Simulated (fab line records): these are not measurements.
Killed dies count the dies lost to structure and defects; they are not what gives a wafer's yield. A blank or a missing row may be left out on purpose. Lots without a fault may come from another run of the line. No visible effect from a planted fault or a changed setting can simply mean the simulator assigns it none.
The tool behind it: which one? + flow sky130 + 12 lots, 36 wafers sampled, at 5 steps of a route of 708

WHAT THE GAUGES SHOWED, per wafer
SKY_VT_ADJUST_LVTN_TW_MEAS_10.
| lot  | measured     | on            | VT_ADJUST_LVTN_TW                   |
|------|--------------|---------------|-------------------------------------|
| L908 | day 6 21:25  | film_metro-04 | 244.3 244.3 245.0                   |
| L909 | day 7 00:04  | film_metro-01 | 241.8 243.8 243.6                   |
| L911 | day 7 10:51  | film_metro-02 | 242.5 240.2 241.2                   |
| L913 | day 9 01:31  | film_metro-02 | 240.8 241.5 240.1                   |
| L916 | day 9 04:16  | film_metro-02 | 241.4 241.0 242.1                   |
| L914 | day 9 05:12  | film_metro-01 | 241.6 240.6 240.6                   |
| L918 | day 9 13:21  | film_metro-02 | 243.1 242.0 240.9                   |
| L917 | day 9 14:04  | film_metro-04 | 243.2 243.3 242.9                   |
| L920 | day 10 02:54 | film_metro-01 | 240.6 239.5 240.9                   |
| L921 | day 10 07:28 | film_metro-02 | 242.3 241.5 241.8                   |
| L930 | day 13 05:42 | film_metro-04 | 271.9 271.7 272.4 271.6 271.5 272.1 |
| L931 | day 13 09:39 | film_metro-04 | 271.4 271.8 270.3 272.9 271.9 272.0 |

SKY_POLY_CUT_CD_MEAS_08 targets a cd of 270 nm.
| lot  | measured     | on        | cd_nm (nm)        |
|------|--------------|-----------|-------------------|
| L908 | day 23 23:08 | cd_sem-01 | 270.5 269.3 268.9 |
| L909 | day 24 07:55 | cd_sem-01 | 270.7 269.4 269.8 |
| L911 | day 24 22:43 | cd_sem-01 | 271.8 269.3 271.4 |
| L913 | day 27 07:05 | cd_sem-02 | 271.4 270.7 271.9 |
| L916 | day 27 11:23 | cd_sem-01 | 269.4 270.3 270.1 |
| L914 | day 27 08:46 | cd_sem-01 | 271.0 270.1 270.0 |
| L918 | day 27 18:58 | cd_sem-01 | 272.0 272.0 270.9 |
| L917 | day 27 21:04 | cd_sem-01 | 269.7 271.4 270.2 |
| L920 | day 28 13:31 | cd_sem-02 | 270.8 270.0 269.6 |
| L921 | day 28 21:35 | cd_sem-01 | 269.4 266.9 267.6 |
| L930 | day 32 06:10 | cd_sem-01 | 271.2 270.6 270.1 |
| L931 | day 33 04:45 | cd_sem-02 | 271.3 272.4 271.7 |

SKY_POLY_CUT_OVL_MEAS_09.
| lot  | measured     | on         | POLY_CUT_OVL (nm) |
|------|--------------|------------|-------------------|
| L908 | day 23 23:15 | overlay-02 | 4 5 3             |
| L909 | day 24 08:00 | overlay-02 | -2 -2 2           |
| L911 | day 24 22:50 | overlay-01 | -1 1 8            |
| L913 | day 27 07:11 | overlay-02 | 3 1 6             |
| L916 | day 27 11:29 | overlay-02 | -2 0 -3           |
| L914 | day 27 08:53 | overlay-01 | -15 -12 -12       |
| L918 | day 27 19:05 | overlay-02 | 4 2 -2            |
| L917 | day 27 21:11 | overlay-01 | -10 -10 -12       |
| L920 | day 28 13:38 | overlay-01 | -3 7 3            |
| L921 | day 28 21:42 | overlay-02 | -1 7 8            |
| L930 | day 32 06:17 | overlay-01 | 6 2 -4            |
| L931 | day 33 04:52 | overlay-02 | -7 9 -10          |

TOOL THAT RAN EACH LOT (tool first, then ch and the chambers of the sampled wafers, then the start)
| lot  | SKY_VT_ADJUST_LVTN_IMPLANT_08   | SKY_SPACER_ETCHBACK_02             |
|------|---------------------------------|------------------------------------|
| L908 | implanter-03 ch 0, day 6 21:11  | rie_diel-03 ch 0,2,3, day 22 16:41 |
| L909 | implanter-03 ch 0, day 6 23:51  | rie_diel-03 ch 0,1,3, day 23 01:21 |
| L911 | implanter-01 ch 0, day 7 10:36  | rie_diel-01 ch 0,3, day 23 15:40   |
| L913 | implanter-03 ch 0, day 9 01:16  | rie_diel-01 ch 0,3, day 26 02:13   |
| L916 | implanter-03 ch 0, day 9 04:01  | rie_diel-02 ch 0,1, day 26 05:55   |
| L914 | implanter-01 ch 0, day 9 04:57  | rie_diel-01 ch 1,2,3, day 26 03:25 |
| L918 | implanter-03 ch 0, day 9 13:06  | rie_diel-02 ch 1,2,3, day 26 14:09 |
| L917 | implanter-01 ch 0, day 9 13:49  | rie_diel-02 ch 0,1, day 26 16:24   |
| L920 | implanter-02 ch 0, day 10 02:39 | rie_diel-01 ch 1,2, day 27 08:49   |
| L921 | implanter-03 ch 0, day 10 07:13 | rie_diel-01 ch 0,1,2, day 27 17:52 |
| L930 | implanter-01 ch 0, day 13 05:27 | rie_diel-01 ch 1,2, day 31 02:49   |
| L931 | implanter-01 ch 0, day 13 09:24 | rie_diel-03 ch 0,1,3, day 32 02:23 |
- SKY_VT_ADJUST_LVTN_IMPLANT_08
- SKY_SPACER_ETCHBACK_02: etches Si3N4 in CH3F/O2, stops on SiO2, time 46.7 s, target depth 45 nm.

AS READ BY THE TOOLS THEMSELVES (means over the sampled wafers that have a number; for cases with no such wafer, the mark the record gives instead)
SKY_VT_ADJUST_LVTN_IMPLANT_08.
| lot  | tool         | dose_ions_cm2 | faraday_current_uA |
|------|--------------|---------------|--------------------|
| L908 | implanter-03 | 1.5689e+12    | 8.68               |
| L909 | implanter-03 | 1.5717e+12    | 8.80               |
| L911 | implanter-01 | 1.5716e+12    | 8.86               |
| L913 | implanter-03 | 1.5700e+12    | 8.93               |
| L916 | implanter-03 | 1.5696e+12    | 8.91               |
| L914 | implanter-01 | 1.5688e+12    | 9.00               |
| L918 | implanter-03 | 1.5700e+12    | 8.90               |
| L917 | implanter-01 | 1.5713e+12    | 8.72               |
| L920 | implanter-02 | 1.5737e+12    | 8.85               |
| L921 | implanter-03 | 1.5684e+12    | 8.95               |
| L930 | implanter-01 | 2.2801e+12    | 12.76              |
| L931 | implanter-01 | 2.2791e+12    | 12.88              |

SKY_SPACER_ETCHBACK_02.
| lot  | tool        | ch3f_flow_sccm (sccm) | drypump_motor_current_A (A) | oes_product_au (a.u.) | throttle_valve_pct (%) |
|------|-------------|-----------------------|-----------------------------|-----------------------|------------------------|
| L908 | rie_diel-03 | 40.09                 | 5.8                         | 0.860                 | 10.575                 |
| L909 | rie_diel-03 | 40.04                 | 5.5                         | 0.862                 | 10.559                 |
| L911 | rie_diel-01 | 40.06                 | 5.2                         | 0.855                 | 10.569                 |
| L913 | rie_diel-01 | 40.06                 | 5.3                         | 0.865                 | 10.566                 |
| L916 | rie_diel-02 | 39.93                 | 5.6                         | 0.864                 | 10.567                 |
| L914 | rie_diel-01 | 40.12                 | 5.5                         | 0.855                 | 10.564                 |
| L918 | rie_diel-02 | 39.95                 | 5.5                         | 0.860                 | 10.561                 |
| L917 | rie_diel-02 | 40.03                 | 5.5                         | 0.852                 | 10.568                 |
| L920 | rie_diel-01 | 40.08                 | 5.8                         | 0.855                 | 10.575                 |
| L921 | rie_diel-01 | 40.13                 | 5.6                         | 0.849                 | 10.559                 |
| L930 | rie_diel-01 | 39.87                 | 5.8                         | 0.851                 | 10.562                 |
| L931 | rie_diel-03 | 39.98                 | 5.5                         | 0.850                 | 10.566                 |

THE ANSWER, worked out from the rows above alone
Rule: the lots themselves supply what counts as usual. Put in order of their means at a reading, lots are off if they are a third of the lots or fewer, leave a main group of 4 or more, and stand apart from it by a gap of 3 or more times the standard deviation of the main group's means; of several such gaps the widest counts. Not used: any main group whose means are identical at the precision the tables above print for the reading. A lot without any number at a reading at which 4 lots or more have one is off too. Any other lot the step has rows for is counted as sound. First the gauges in route order, then the tools' own readings, where a lot's mean is used as printed above. At the first step where some lot is off, the reading lying furthest off is the one used; lots without a number count as furthest.
Off: L930, L931, at SKY_VT_ADJUST_LVTN_TW_MEAS_10 (VT_ADJUST_LVTN_TW). The main group: mean 241.9, standard deviation 1.2.
If a tool, at a process step before that reading, ran all the lots that are off and no sound lot after the first of them, it fits. The gauges at SKY_VT_ADJUST_LVTN_TW_MEAS_10 aren't tried: what is off there is off at SKY_VT_ADJUST_LVTN_IMPLANT_08 too, on other tools, and a gauge's error can't cause that. One fits: implanter-01 at SKY_VT_ADJUST_LVTN_IMPLANT_08. Its last sound lot is L917 (day 9 13:49), its first lot that is off L930 (day 13 05:27): a fault that began between those two fits.
The tool's own readings at SKY_VT_ADJUST_LVTN_IMPLANT_08 bear it out: on the lots that are off they differ by more than 5 times the standard deviation of the sound lots' means. dose_ions_cm2 reads 2.2796e+12 there against 1.5704e+12 on the sound lots; faraday_current_uA reads 12.82 there against 8.86 on the sound lots.

WHAT THE SIMULATOR HAD PUT IN
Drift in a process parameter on implanter-01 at SKY_VT_ADJUST_LVTN_IMPLANT_08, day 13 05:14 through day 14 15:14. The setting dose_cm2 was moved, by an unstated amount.
Struck lots among those shown: L930, L931. The rule given above showed the same thing.
